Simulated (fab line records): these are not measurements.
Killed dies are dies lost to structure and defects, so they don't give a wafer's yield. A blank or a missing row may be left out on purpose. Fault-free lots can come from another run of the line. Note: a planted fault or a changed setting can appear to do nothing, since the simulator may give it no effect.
Comparing a struck lot with a sound one + flow sky130 + 16 out of 708 route steps
Sound: the wafers L246.1, L246.5, L246.6. Struck: wafer L255.4. (L255.2, L255.3 of the same lot were not struck and are left out.) The cause comes at the end.
Per side, at each step with rows, come the tool, then ch with its chambers, and then its first start. Under that, the readings that differ: sound wafers + struck wafers + difference of the means + sigmas: that difference in standard deviations of wafers without a fault.
alike: same words and numbers on both sides, and readings whose means sit less than 2 such deviations apart. not compared: any withheld reading, any reading some wafer has no value for, any bound like >300 that may hide the same value, and any number with overlapping values for which the record gives no deviation.
A row with sigmas, a row that says differs or no value, or rows on one side alone: a step with any of these is where the two part. Non-overlapping numbers with no deviation appear without sigmas and do not part them. Lack of a reading on every wafer of one side parts them only where that side has two or more wafers.

SKY_VIA3_BOW_MEAS_03:
  sound on film metro-03 at day 39 02:27; struck on film metro-02 at day 42 07:50
| reading       | sound    | struck | difference | sigmas |
|---------------|----------|--------|------------|--------|
| VIA3_BOW (um) | 77 69 74 | 91     | +18        | +2     |
then, 8 steps without rows for these wafers: SKY_VIA3_DEHYDRATE_04 (time 60 s); SKY_VIA3_HMDS_05 (prime time 60 s); SKY_VIA3_COAT_06 (resist thk 60 nm); SKY_VIA3_COAT_07 (resist thk 450 nm); SKY_VIA3_SOFTBAKE_08 (time 90 s); SKY_VIA3_EXPOSE_09 (exposes mask VIM3, target cd 200 nm); SKY_VIA3_PEB_10; SKY_VIA3_DEVELOP_11 (develop time 60 s).
SKY_VIA3_CD_MEAS_12 targets a cd of 200 nm.
  sound on cd sem-02 at day 40 03:58; struck on cd sem-01 at day 43 07:32
  alike: cd nm
SKY_VIA3_OVL_MEAS_13:
  sound on overlay-01 at day 40 04:05; struck on overlay-01 at day 43 07:38
  alike: VIA3_OVL
SKY_VIA3_ETCH_14: etches BARC in N2/H2, stops on SiO2, time 45.9 s, target depth 60 nm.
  sound on rie diel-01 ch 0,1,3, day 40 04:07; struck on rie diel-03 ch 1, day 43 07:40
  alike: drypump motor current A, h2 flow sccm, oes product au, run length s, throttle valve pct
  not compared: rf hours counter h
SKY_VIA3_ETCH_15: etches SiO2 in C4F8/O2/Ar, stops on TiN, target depth 507 nm, time 78 s.
  sound on rie diel-01 ch 0,1,3, day 40 04:10; struck on rie diel-03 ch 1, day 43 07:43
| reading                                     | sound             | struck | difference | sigmas |
|---------------------------------------------|-------------------|--------|------------|--------|
| oes product au (a.u.)                       | 0.944 0.949 0.952 | 0.756  | -0.192     | -43    |
| run length s (s)                            | 106.7 106.0 105.8 | 144.5  | +38.3      | +98    |
| model.KrF-thick_of_VIA3_COAT_07.thk nm (nm) | 291.4 287.6 294   | 238.8  | -52.2      |        |
| model.TiN_of_METAL3_SPUTTER_04.thk nm (nm)  | 69.4 69.2 69.76   | 61.39  | -8.06      |        |
| model.VIA3.feature depth nm (nm)            | 466.2 465.2 465.6 | 471.7  | +6.0       |        |
  not compared: rf hours counter h
SKY_VIA3_STRIP_16: strips in O2/N2.
  sound on plasma asher-04 ch 0,1, day 40 04:13; struck on plasma asher-02 ch 1, day 43 07:46
| reading                      | sound             | struck | difference | sigmas |
|------------------------------|-------------------|--------|------------|--------|
| oes product au (a.u.)        | 0.397 0.403 0.400 | 0.380  | -0.020     | -4     |
| strip time to endpoint s (s) | 4.14 4.08 4.16    | 3.59   | -0.54      | -17    |
  alike: drypump motor current A
  not compared: rf hours counter h
then, 1 step without rows for these wafers: SKY_VIA3_STRIP_17 (strips in post etch residue remover, time 1200 s).
-- the record jumps here: 6 days lie between the struck wafers' starts before and after (it left off in module VIA3 and takes up again in module PAD_OPEN, whose first step shown is number 708 of the route) --
SKY_PAD_OPEN_PROBE_99:
  sound on prober-02 at day 46 06:44; struck on prober-01 at day 49 07:23
  alike: defect limited yield, killed_at_M0_to_M3, killed_at_M4_up, killed at contacts, killed at front end, killed at other, killed dies, killed open, killed short, sort_bin_3_pad_short, sort_bin_5_function, sort_bin_6_memory, sort n pass, sort yield pct

## WHERE THEY PART
Last at SKY_VIA3_STRIP_16 as far as this record goes, first at SKY_VIA3_BOW_MEAS_03. Later steps at which nothing parts them and some readings are alike: SKY_PAD_OPEN_PROBE_99.

WHY: what the simulator had put in
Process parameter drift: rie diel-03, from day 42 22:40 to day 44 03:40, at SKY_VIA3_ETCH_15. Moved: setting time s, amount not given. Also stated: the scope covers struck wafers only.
